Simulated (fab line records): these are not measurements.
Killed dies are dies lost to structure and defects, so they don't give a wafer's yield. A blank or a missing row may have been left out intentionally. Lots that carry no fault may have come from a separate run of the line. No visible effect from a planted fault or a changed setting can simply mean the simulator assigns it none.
Code-filled problem report in 8D (eight disciplines) form -- flow gf180mcu -- the parts of the form that need people (team, actions taken, sign-off) are left out

== 1. THE PROBLEM ==
V5_W_RS at GF_V5_RS_MEAS_24 reads a mean of 0.239 ohm/sq on 4 wafers of 2 lots; wafers without a fault read 0.327 ohm/sq with a standard deviation of 0.0062. That is -14 standard deviations from the usual mean.
The step: measures by four-point-probe.
Earliest sighting: wafer L706.4 on film metro-01 at day 30 18:28. Wafers with a number at this step in the record: 31, from 11 lots. By rule, "out" or "out of limits" means more than 4 standard deviations away from the usual mean. All remaining wafers that have a number are taken as sound.

== 2. WHAT THIS IS AND IS NOT ==
question,is,is not
which readings at this step,V5_W_RS,-
which lots,"L706, L708","L697, L698, L699, L700, L702, L703, L704, L715, L717"
which wafers of those lots,all that have a number,-
read on which gauges,film metro-01,"film metro-02, film metro-03"
when,from day 30 18:28,"up to then (21 sound wafers); but 6 sound wafers of L715, L717 came after"

== 3. THE SUSPECTS, EACH WITH WHAT RULES IT OUT ==
Counting: a tool at a process step up to the reading stays a suspect if it ran every lot that is out and no sound lot after the first of them.
- ruled out: the gauge at GF_V5_RS_MEAS_24. All the wafers that are out were read on film metro-01, but those of them that GF_V5_CMP_26 has rows for are out there too, on other tools.
- pvd sputter-03 at GF_MIM_SPUTTER_08 (material AlCu, target thk 200 nm, time 10.6 s): kept. It processed each lot that is out, first L706 at day 28 07:22, and no sound lot thereafter; up to then, the last sound lot it processed was L704 at day 27 20:56.
- plasma asher-01 at GF_V5_STRIP_18 (strips in O2/N2): kept. It processed each lot that is out, first L706 at day 30 17:40, and no sound lot thereafter; up to then, the last sound lot it processed was L704 at day 30 07:19.
- cvd w-02 at GF_V5_CVD_23 (deposits W, target thk 350 nm, time 104.9 s): ruled out as a lasting fault. After its first lot that is out, L706 (day 30 18:20), sound lots L717 ran on it.
What counting leaves: pvd sputter-03 at GF_MIM_SPUTTER_08 and plasma asher-01 at GF_V5_STRIP_18.

== 4. THE CAUSE (what the simulator had put in) ==
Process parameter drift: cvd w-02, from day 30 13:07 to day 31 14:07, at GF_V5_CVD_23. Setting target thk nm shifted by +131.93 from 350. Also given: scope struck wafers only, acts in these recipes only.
It was ruled out by counting, in error; the rule expects a fault to strike all lots run on its tool from its start on, and this fault did not.

== 5. SEQUENCE OF EFFECTS, ordered by route ==
Each row: a reading where the mean over the struck wafers with a number is more than 3 standard deviations away from the usual. Readings are gone through only where the record gives a usual standard deviation; hours: the median, over the lots, of the time from a lot's start at the first step in this table giving one to that lot's start at this step; sigmas: the change measured in usual standard deviations.
hours,step,reading,usual,on struck wafers,change,sigmas
0,GF_V5_RS_MEAS_24,V5_W_RS,0.327 ohm/sq,0.239,-0.088,-14
4,GF_V5_THK_MEAS_25,V5_W_THK,355 nm,480,+125,+16
9,GF_V5_CMP_26,time to endpoint s,85 s,118,+33,+11
Process steps it contains:
- GF_V5_CMP_26: polishes, stops on SiO2, t overpolish 15 s, target thk 0 nm.
Later measuring or inspecting steps at which every struck wafer that the step has a row for has a number for every such reading, and none has moved that far: GF_TOP_METAL_OVL_MEAS_15.

== 6. WHAT WOULD HAVE CAUGHT IT SOONER ==
5 hours passed between the start of the fault at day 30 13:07 and the first reading out of limits at a measuring or inspecting step in this record, taken at day 30 18:28.
Tool readings at GF_V5_CVD_23 with a usual standard deviation given in the record: none out on any struck wafer, hence no alarm at a limit of 4 standard deviations on them.
